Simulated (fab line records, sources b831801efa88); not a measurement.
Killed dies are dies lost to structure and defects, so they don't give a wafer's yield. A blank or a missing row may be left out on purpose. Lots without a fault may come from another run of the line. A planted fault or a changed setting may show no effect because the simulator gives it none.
Chamber matching | flow sky130 | SKY_VIA2_CMP_24 on cmp-01: 4 sister chambers
The step polishes, stops on SiO2, t overpolish 20 s, target thk 0 nm. 4 wafers are shown with their chamber, then 12 later ones without.

WAFERS WITH THEIR CHAMBER
wafer  | chamber | motor_current_A (A)
L084.6 | 2       | 12.5
L086.4 | 1       | 10.4
L086.5 | 0       | 12.7
L086.6 | 3       | 11.1

WAFERS WITHOUT THEIR CHAMBER
wafer  | motor_current_A (A)
L088.2 | 12.0
L088.5 | 11.3
L088.6 | 11.9
L090.1 | 10.8
L090.2 | 12.4
L090.4 | 11.5
L091.4 | 11.9
L091.5 | 10.8
L091.6 | 13.1
L092.2 | 11.9
L092.5 | 10.8
L092.6 | 12.2

WHICH CHAMBER EACH WENT THROUGH
wafer  | from the rows above               | in truth
L088.2 | can't be placed: 2 or 0 or 3      | 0
L088.5 | can't be placed: 3 or 1           | 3
L088.6 | can't be placed: 2 or 0 or 3      | 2
L090.1 | can't be placed: 3 or 1           | 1
L090.2 | can't be placed: 2 or 0           | 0
L090.4 | can't be placed: 3 or 2 or 1 or 0 | 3
L091.4 | can't be placed: 2 or 0 or 3      | 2
L091.5 | can't be placed: 3 or 1           | 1
L091.6 | can't be placed: 0 or 2           | 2
L092.2 | can't be placed: 2 or 0 or 3      | 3
L092.5 | can't be placed: 3 or 1           | 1
L092.6 | can't be placed: 2 or 0 or 3      | 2
Placed correctly: 0 of 12. Can't be placed from these rows: 12 (the true chamber is among the candidates in 12). Placed wrongly: 0.
How it was worked out, from the rows above alone: a wafer's distance from a chamber is the root of the sum, over the readings, of the square of ((its reading less the chamber's mean) divided by the reading's scatter). The wafer belongs to the nearest chamber; if the next one is less than 2 further off, it can't be placed. A chamber's mean is the mean of its shown wafers. The scatter: with one shown wafer a chamber, the root of the mean of the squares of how far each hidden wafer lies from its nearest shown one.
